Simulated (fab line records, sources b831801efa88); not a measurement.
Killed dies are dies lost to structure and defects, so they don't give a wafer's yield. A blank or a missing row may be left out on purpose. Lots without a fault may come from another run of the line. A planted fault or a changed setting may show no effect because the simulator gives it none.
Chamber matching | flow sky130 | SKY_PAD_OPEN_ETCH_07 on rie_diel-02: 4 sister chambers
The step etches the open film in CF4/O2, stops on AlCu, target depth 725 nm, time 161.1 s. 8 wafers are shown with their chamber, then 7 later ones without.

WAFERS WITH THEIR CHAMBER
wafer  | chamber | drypump_motor_current_A (A) | oes_product_au (a.u.)
L376.6 | 0       | 6.7                         | 0.983
L379.3 | 2       | 5.1                         | 0.967
L379.5 | 2       | 5.1                         | 0.971
L378.3 | 1       | 6.0                         | 0.974
L378.5 | 3       | 5.1                         | 0.971
L378.6 | 0       | 6.7                         | 0.982
L382.2 | 3       | 5.0                         | 0.972
L382.3 | 1       | 6.0                         | 0.983

WAFERS WITHOUT THEIR CHAMBER
wafer  | drypump_motor_current_A (A) | oes_product_au (a.u.)
L382.6 | 6.0                         | 0.992
L386.2 | 5.0                         | 0.954
L386.3 | 5.1                         | 0.953
L386.4 | 6.0                         | 0.963
L388.1 | 5.1                         | 0.966
L388.5 | 6.7                         | 0.982
L388.6 | 5.0                         | 0.982

WHICH CHAMBER EACH WENT THROUGH
wafer  | from the rows above     | in truth
L382.6 | 1                       | 1
L386.2 | can't be placed: 2 or 3 | 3
L386.3 | can't be placed: 2 or 3 | 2
L386.4 | 1                       | 1
L388.1 | can't be placed: 2 or 3 | 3
L388.5 | 0                       | 0
L388.6 | can't be placed: 3 or 2 | 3
Placed correctly: 3 of 7. Can't be placed from these rows: 4 (the true chamber is among the candidates in 4). Placed wrongly: 0.
How it was worked out, from the rows above alone: a wafer's distance from a chamber is the root of the sum, over the readings, of the square of ((its reading less the chamber's mean) divided by the reading's scatter). The wafer belongs to the nearest chamber; if the next one is less than 2 further off, it can't be placed. A chamber's mean is the mean of its shown wafers. The scatter: the root of (the sum of the squares of (reading less its chamber's mean) over the shown wafers, divided by (wafers less chambers)).
